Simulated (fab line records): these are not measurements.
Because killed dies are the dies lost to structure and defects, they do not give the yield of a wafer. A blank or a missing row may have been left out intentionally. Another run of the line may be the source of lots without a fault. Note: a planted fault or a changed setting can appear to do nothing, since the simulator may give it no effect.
Matching of chambers -- flow gf180mcu -- 4 sister chambers for GF_V1_CMP_26 on cmp-02
The step polishes, stops on SiO2, t overpolish 15 s, target thk 0 nm. 30 wafers are shown with their chamber, then 12 later ones without.

## EACH WAFER AND ITS CHAMBER
wafer,chamber,motorCurrentA (A),timeToEndpointS (s),overpolishRunS (s)
L075.2,1,11.2,89,15.002
L075.3,0,12.4,88,15.018
L075.5,2,8.7,90,15.000
L077.2,3,12.3,89,14.996
L077.4,0,12.2,84,15.012
L077.5,0,12.1,84,14.998
L079.2,1,11.7,89,15.006
L079.3,0,11.4,93,15.000
L079.5,3,13.2,95,14.997
L080.2,0,12.9,87,14.996
L080.3,2,8.9,89,15.002
L080.4,1,11.4,90,15.018
L082.1,0,12.6,85,15.001
L082.5,3,12.7,91,14.995
L082.6,0,12.2,83,15.002
L081.1,0,12.2,89,14.989
L081.2,2,8.7,85,15.005
L081.6,2,9.0,86,15.018
L084.1,0,11.9,89,14.995
L084.3,2,8.8,89,15.014
L084.6,2,8.7,85,14.987
L085.1,0,12.0,93,14.999
L085.2,2,8.7,90,15.005
L085.4,1,11.3,92,14.998
L087.2,2,8.7,89,15.002
L087.3,0,12.2,91,15.011
L087.4,1,11.4,90,15.014
L089.1,1,11.4,88,15.003
L089.4,0,12.3,86,14.981
L089.6,2,8.6,86,14.981

SIGNATURES (averages over the wafers above)
reading,chamber 0,chamber 1,chamber 2,chamber 3,scatter within a chamber
motorCurrentA,12.200,11.400,8.756,12.733,0.287
timeToEndpointS,87.67,89.67,87.67,91.67,2.74
overpolishRunS,15.00017,15.00683,15.00156,14.99600,0.00981
Rule: for a wafer and a chamber, the distance is found by dividing, reading by reading, the gap between the wafer's reading and the chamber's mean by the reading's scatter, squaring, summing and taking the root. The wafer belongs to the nearest chamber; if the next one is less than 2 further off, it can't be placed. How the scatter is found: for the shown wafers, subtract from each reading the mean of its chamber, square and add these, divide the total by (wafers less chambers), then take the root.

## WAFERS WITHOUT THEIR CHAMBER
wafer,motorCurrentA (A),timeToEndpointS (s),overpolishRunS (s)
L092.3,12.2,83,15.006
L092.4,11.6,81,15.006
L092.5,9.0,78,15.002
L094.1,11.9,80,15.006
L094.2,13.7,90,14.992
L094.3,8.8,78,15.003
L096.1,11.3,84,14.995
L096.4,8.9,82,15.003
L096.6,8.7,87,15.025
L097.4,8.6,85,15.000
L097.5,13.5,87,15.008
L097.6,11.9,84,14.995

## THE CHAMBER EACH PASSED THROUGH
wafer,from the rows above,in truth
L092.3,can't be placed: 0 or 1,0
L092.4,can't be placed: 1 or 0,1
L092.5,2,2
L094.1,can't be placed: 0 or 1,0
L094.2,can't be placed: 3 or 0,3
L094.3,2,2
L096.1,can't be placed: 1 or 0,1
L096.4,2,2
L096.6,2,2
L097.4,2,2
L097.5,can't be placed: 3 or 0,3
L097.6,can't be placed: 0 or 1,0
Placed correctly: 5 of 12. Cannot be placed on the basis of these rows: 7; the candidates contain the true chamber in 7. Placed wrongly: 0.
